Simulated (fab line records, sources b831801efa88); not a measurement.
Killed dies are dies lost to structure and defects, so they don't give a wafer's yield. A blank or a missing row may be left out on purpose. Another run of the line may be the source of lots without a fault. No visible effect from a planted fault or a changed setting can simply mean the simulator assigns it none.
Struck lot and sound lot, side by side || flow sky130 || 17 steps out of a route of 708
Sound: the wafers L610.2, L610.3, L610.4. The struck wafers were L626.1, L626.2, L626.6. The cause is named last.
Per side, at each step with rows, come the tool, then ch with its chambers, and then its first start. Under that, the readings that differ: sound wafers || struck wafers || difference of the means || sigmas: that difference in standard deviations of wafers without a fault.
alike: readings with means less than 2 such deviations apart, plus words and numbers identical on both sides. not compared: withheld readings, readings lacking a value on some wafer, bounds such as >300 that could conceal the same value, and numbers that have no deviation in the record and whose values overlap.
The two part at a step that has a row with sigmas, a row that says differs or no value, or rows on one side only. When numbers do not overlap yet have no deviation, they are printed without sigmas and do not part them. Lack of a reading on every wafer of one side parts them only where that side has two or more wafers.

first, 1 step without rows for these wafers: SKY_VT_ADJUST_LVTN_IMPLANT_19.
SKY_VT_ADJUST_LVTN_STRIP_20: strips in O2/N2.
  sound on plasma asher-03 ch 0,1, day 9 10:31; struck on plasma asher-03 ch 0,1, day 13 21:40
  alike: drypump motor current A, oes product au, strip time to endpoint s
  not compared: rf hours counter h
SKY_VT_ADJUST_LVTN_TW_MEAS_21:
  sound on film metro-02 at day 9 10:38; struck on film metro-01 at day 13 21:46
  alike: VT_ADJUST_LVTN_2_TW
then, 7 steps without rows for these wafers: SKY_VT_ADJUST_NCORE_DEHYDRATE_00 (time 60 s); SKY_VT_ADJUST_NCORE_HMDS_01 (prime time 60 s); SKY_VT_ADJUST_NCORE_COAT_02 (resist thk 1140 nm); SKY_VT_ADJUST_NCORE_SOFTBAKE_03 (time 60 s); SKY_VT_ADJUST_NCORE_EXPOSE_04 (exposes mask LVTN COMPLEMENT THIN, target cd 380 nm); SKY_VT_ADJUST_NCORE_PEB_05; SKY_VT_ADJUST_NCORE_DEVELOP_06 (develop time 60 s).
SKY_VT_ADJUST_NCORE_CD_MEAS_07 targets a cd of 380 nm.
  sound on cd sem-02 at day 10 08:02; struck on cd sem-01 at day 15 00:13
  alike: cd nm
SKY_VT_ADJUST_NCORE_OVL_MEAS_08:
  sound on overlay-01 at day 10 08:08; struck on overlay-01 at day 15 00:20
{"reading": "VT_ADJUST_NCORE_OVL (nm)", "sound": "2.1 3.3 2.1", "struck": "-1.6 -1.9 -2.1", "difference": -4.4, "sigmas": -3}
SKY_VT_ADJUST_NCORE_IMPLANT_09:
  sound on implanter-02 ch 0, day 10 08:12; struck on implanter-03 ch 0, day 15 00:23
{"reading": "beam energy keV", "sound": "10.007 10.001 10.008", "struck": "14.249 14.251 14.248", "difference": "+4.244", "sigmas": "+99 or more"}
{"reading": "model.implant.rp nm (nm)", "sound": "32.8 32.8 32.8", "struck": "47.15 47.15 47.15", "difference": "+14.35", "sigmas": ""}
{"reading": "model.implant.drp nm (nm)", "sound": "17.11 17.11 17.11", "struck": "22.13 22.13 22.13", "difference": "+5.02", "sigmas": ""}
SKY_VT_ADJUST_NCORE_STRIP_10: strips in O2/N2.
  sound on plasma asher-01 ch 0,1, day 10 08:19; struck on plasma asher-03 ch 0,1, day 15 00:32
  alike: drypump motor current A, oes product au, strip time to endpoint s
  not compared: rf hours counter h
SKY_VT_ADJUST_NCORE_TW_MEAS_11:
  sound on film metro-02 at day 10 08:26; struck on film metro-04 at day 15 00:38
{"reading": "VT_ADJUST_NCORE_TW", "sound": "219.4 218.5 219.1", "struck": "235.3 235.6 236.6", "difference": "+16.8", "sigmas": "+9"}
then, 1 step without rows for these wafers: SKY_VT_ADJUST_HVTR_DEHYDRATE_00 (time 60 s).
-- here the record skips 36 days between the struck wafers' starts before and after, leaving off in module VT_ADJUST_HVTR and picking up in module PAD_OPEN (first step shown: number 708 of the route) --
SKY_PAD_OPEN_PROBE_99:
  sound on prober-02 at day 47 06:05; struck on prober-02 at day 50 17:11
{"reading": "model.etest.res pwell under gate.rs ohm sq", "sound": "2311 2286 2301", "struck": "2254 2229 2248", "difference": -56, "sigmas": ""}
{"reading": "model.etest.pfet_16v.drive ua um", "sound": "242.8 240.3 247.1", "struck": "255.4 253.1 255.6", "difference": "+11.3", "sigmas": ""}
{"reading": "model.etest.pfet g5v0d10v5.off log10 a um", "sound": "-12.64 -12.57 -12.43", "struck": "-12.2 -12 -11.93", "difference": "+0.5", "sigmas": ""}
{"reading": "model.etest.pfet_16v.vt v (V)", "sound": "-1.104 -1.091 -1.088", "struck": "-1.072 -1.074 -1.069", "difference": "+0.023", "sigmas": ""}
{"reading": "model.etest.nfet g5v0d10v5.body rise v (V)", "sound": "0.6682 0.6675 0.659", "struck": "0.6962 0.6914 0.6896", "difference": "+0.0275", "sigmas": ""}
  alike: killed_at_M0_to_M3, killed_at_M4_up, killed at contacts, killed at front end, killed at other, killed dies, killed open, killed short
  not compared: model.etest.nfet_16v.r on ohm um, model.etest.pfet g5v0d10v5.vt sat v, model.etest.pfet g5v0d10v5.vt v

== WHERE THEY PART ==
Earliest at SKY_VT_ADJUST_NCORE_OVL_MEAS_08; latest, in this record, at SKY_VT_ADJUST_NCORE_TW_MEAS_11. Later steps at which nothing parts them and some readings are alike: SKY_PAD_OPEN_PROBE_99.

WHY: the cause the simulator had injected
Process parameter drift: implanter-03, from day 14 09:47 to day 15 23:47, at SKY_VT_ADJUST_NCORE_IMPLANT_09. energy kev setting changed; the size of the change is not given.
